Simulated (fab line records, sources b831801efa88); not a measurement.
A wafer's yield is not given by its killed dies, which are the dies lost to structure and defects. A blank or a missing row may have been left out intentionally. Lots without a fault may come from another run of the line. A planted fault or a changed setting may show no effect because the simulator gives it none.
Check for tools in common | flow gf180mcu | 12 lots, 42 wafers sampled

WHAT PROMPTED THE OPENING
2 of 12 lots carry a flag on the reading HV_LDD_CVD_56_THK at GF_HV_LDD_THK_MEAS_57. Wafers without a fault read 89.7 nm, standard deviation 0.85.
Rule: flag the lot when none of its wafers has a number, or when each of its wafers that has one lies beyond 4 standard deviations from that mean. All remaining lots are regarded as sound.

lot  | measured     | on            | HV_LDD_CVD_56_THK (nm), wafer by wafer | flag
L484 | day 13 00:13 | film metro-04 | 88.9 88.7 89.7                         |
L485 | day 13 07:31 | film metro-01 | 90.4 90.5 89.9                         |
L487 | day 13 21:17 | film metro-01 | 89.4 89.6 89.6                         |
L488 | day 14 13:19 | film metro-01 | 89.2 89.5 89.3                         |
L490 | day 15 09:13 | film metro-03 | 89.9 89.8 89.7                         |
L491 | day 16 03:16 | film metro-04 | 90.4 90.6 90.3                         |
L492 | day 16 16:05 | film metro-01 | 89.4 89.4 89.5                         |
L494 | day 16 22:55 | film metro-03 | 89.3 90.0 90.4                         |
L497 | day 17 22:32 | film metro-03 | 91.0 91.3 91.3                         |
L500 | day 18 13:22 | film metro-01 | 97.4 98.1 97.1 97.4 98.1 97.2          | FLAGGED
L501 | day 18 21:04 | film metro-01 | 97.3 97.4 97.1 97.3 97.4 97.0          | FLAGGED
L505 | day 20 04:04 | film metro-04 | 89.4 89.1 89.9                         |
Average over the flagged lots: 97.4 nm; offset from the usual +7.7 nm, equal to +9 standard deviations.

WHICH TOOL EACH LOT WENT THROUGH
The record keeps 1 process step preceding the reading, out of 602 steps on the route. Every cell lists first the tool, next ch and the chambers used by the sampled wafers, and last the start.
lot  | flag    | GF_HV_LDD_CVD_56
L484 |         | lpcvd-01 ch 1, day 12 22:47
L485 |         | lpcvd-02 ch 1, day 13 06:05
L487 |         | lpcvd-02 ch 1, day 13 19:50
L488 |         | lpcvd-02 ch 0, day 14 11:53
L490 |         | lpcvd-01 ch 1, day 15 07:47
L491 |         | lpcvd-01 ch 1, day 16 01:50
L492 |         | lpcvd-01 ch 0, day 16 14:38
L494 |         | lpcvd-01 ch 1, day 16 21:29
L497 |         | lpcvd-02 ch 1, day 17 21:05
L500 | FLAGGED | lpcvd-02 ch 0, day 18 11:56
L501 | FLAGGED | lpcvd-02 ch 0, day 18 19:38
L505 |         | lpcvd-01 ch 0, day 20 02:38
What the steps here do:
- GF_HV_LDD_CVD_56: deposits Si3N4 from DCS/NH3, target thk 90 nm, time 1543 s.
- GF_HV_LDD_THK_MEAS_57

FLAGGED OVER TOTAL, TOOL BY TOOL (the gauges that took the reading come last)
step                  | tool          | lots run | flagged | share of the flagged lots | sound lots run after its first flagged lot
GF_HV_LDD_CVD_56      | lpcvd-01      | 6        | 0       | none                      | -
GF_HV_LDD_CVD_56      | lpcvd-02      | 6        | 2       | all                       | 0
GF_HV_LDD_THK_MEAS_57 | film metro-01 | 6        | 2       | all                       | 0
GF_HV_LDD_THK_MEAS_57 | film metro-03 | 3        | 0       | none                      | -
GF_HV_LDD_THK_MEAS_57 | film metro-04 | 3        | 0       | none                      | -

THE TABLE: WHAT IT ALLOWS
Table rows that saw every flagged lot: 2, namely lpcvd-02 at GF_HV_LDD_CVD_56 and film metro-01 at GF_HV_LDD_THK_MEAS_57.
- lpcvd-02 at GF_HV_LDD_CVD_56 ran 6 lots, 2 of them flagged. Last sound lot L497 at day 17 21:05, first flagged lot L500 at day 18 11:56; a fault beginning in between fits.
- film metro-01 at GF_HV_LDD_THK_MEAS_57 ran 6 lots, 2 of them flagged. Last sound lot L492 at day 16 16:05, first flagged lot L500 at day 18 13:22; a fault beginning in between fits.
These 2 tools cannot be told apart by counting lots, since each of them fits a fault that started at some hour. More lots, or a look at what each step does to the wafer, might.

WHAT WAS PUT IN BY THE SIMULATOR
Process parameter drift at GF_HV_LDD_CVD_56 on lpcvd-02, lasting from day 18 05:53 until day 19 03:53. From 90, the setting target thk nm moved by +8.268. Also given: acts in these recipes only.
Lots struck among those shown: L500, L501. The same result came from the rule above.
